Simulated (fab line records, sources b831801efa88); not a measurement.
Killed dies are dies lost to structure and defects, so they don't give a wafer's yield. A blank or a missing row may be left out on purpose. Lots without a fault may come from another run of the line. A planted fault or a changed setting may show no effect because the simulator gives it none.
A sampling plan put to the test | flow gf180mcu | one fab line, 10 faults that these records tell of, each judged on the records of the lots that it struck
The plan is the line's own looks: the steps of the route at which a gauge or an inspection reads the wafer and doesn't change it. A look can be judged if struck wafers have a number there and the file gives its usual mean and standard deviation on fault-free wafers. Caught: at a look after the fault's first step, the mean of the struck wafers lies 4 or more of those standard deviations (sigma) from the usual mean. On the tool: the same test on the tool's own readings at the fault's steps. Another recipe on the struck wafers, or a record that is blank for them alone, also counts as caught.

THE FAULTS, as the simulator had put them in
1. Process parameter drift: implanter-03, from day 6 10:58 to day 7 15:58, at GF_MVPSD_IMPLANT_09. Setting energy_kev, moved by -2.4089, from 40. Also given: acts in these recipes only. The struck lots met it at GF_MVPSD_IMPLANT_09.
2. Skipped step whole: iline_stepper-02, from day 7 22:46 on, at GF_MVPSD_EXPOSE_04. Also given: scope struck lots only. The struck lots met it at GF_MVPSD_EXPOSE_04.
3. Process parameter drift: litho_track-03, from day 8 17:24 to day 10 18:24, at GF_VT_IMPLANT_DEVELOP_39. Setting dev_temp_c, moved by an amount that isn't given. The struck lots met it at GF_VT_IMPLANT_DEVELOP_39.
4. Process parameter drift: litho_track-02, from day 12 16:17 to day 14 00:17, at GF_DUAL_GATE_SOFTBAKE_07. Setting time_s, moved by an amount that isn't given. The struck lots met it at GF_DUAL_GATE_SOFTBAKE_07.
5. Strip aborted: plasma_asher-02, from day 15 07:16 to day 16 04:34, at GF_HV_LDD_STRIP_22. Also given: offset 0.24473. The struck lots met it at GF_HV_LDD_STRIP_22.
6. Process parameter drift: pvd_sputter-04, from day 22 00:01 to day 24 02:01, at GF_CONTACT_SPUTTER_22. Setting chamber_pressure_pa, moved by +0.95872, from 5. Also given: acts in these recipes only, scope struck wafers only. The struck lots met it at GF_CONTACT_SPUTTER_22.
7. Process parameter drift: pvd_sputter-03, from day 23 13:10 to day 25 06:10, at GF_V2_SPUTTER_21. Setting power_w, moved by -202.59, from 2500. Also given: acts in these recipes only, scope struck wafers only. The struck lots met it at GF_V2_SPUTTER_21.
8. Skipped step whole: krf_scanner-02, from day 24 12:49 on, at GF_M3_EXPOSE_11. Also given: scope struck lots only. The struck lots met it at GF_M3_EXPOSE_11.
9. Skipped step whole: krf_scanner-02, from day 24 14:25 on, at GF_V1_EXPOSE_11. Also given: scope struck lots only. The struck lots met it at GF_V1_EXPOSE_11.
10. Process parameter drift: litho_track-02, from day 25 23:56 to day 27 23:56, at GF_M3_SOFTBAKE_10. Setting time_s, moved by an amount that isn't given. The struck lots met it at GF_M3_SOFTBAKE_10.

WHAT THE PLAN SAW
fault | on the tool itself                     | first look that catches it                      | reading, sigma | median hours from its first step to that look | hours from the fault's start to the first struck lot there | judged looks passed uncaught
1     | beam_energy_keV -99 or beyond sigma    | no look after it can be judged                  | -              | -                                             | -                                                          | 0
2     | no reading that can be judged          | none of the 3 looks that can be judged after it | -              | -                                             | -                                                          | 3
3     | developer_temp_C -8.0 sigma            | not the one look that can be judged after it    | -              | -                                             | -                                                          | 1
4     | heater_power_total_W +22 sigma         | not the one look that can be judged after it    | -              | -                                             | -                                                          | 1
5     | oes_product_au +32 sigma               | not the one look that can be judged after it    | -              | -                                             | -                                                          | 1
6     | chamber_pressure_pa +86 sigma          | not the one look that can be judged after it    | -              | -                                             | -                                                          | 1
7     | cathode_dc_power_W -99 or beyond sigma | not the one look that can be judged after it    | -              | -                                             | -                                                          | 1
8     | no reading that can be judged          | no look after it can be judged                  | -              | -                                             | -                                                          | 0
9     | no reading that can be judged          | no look after it can be judged                  | -              | -                                             | -                                                          | 0
10    | run_length_s +12 sigma                 | no look after it can be judged                  | -              | -                                             | -                                                          | 0
A dash: the fault isn't caught, or these records don't give the number.

Caught at a look: 0 of 10. Caught on the tool: 7 of 10. By one or the other: 7 of 10.
Caught on the tool alone: faults 1, 3, 4, 5, 6, 7, 10.
Caught by neither: faults 2, 8, 9.
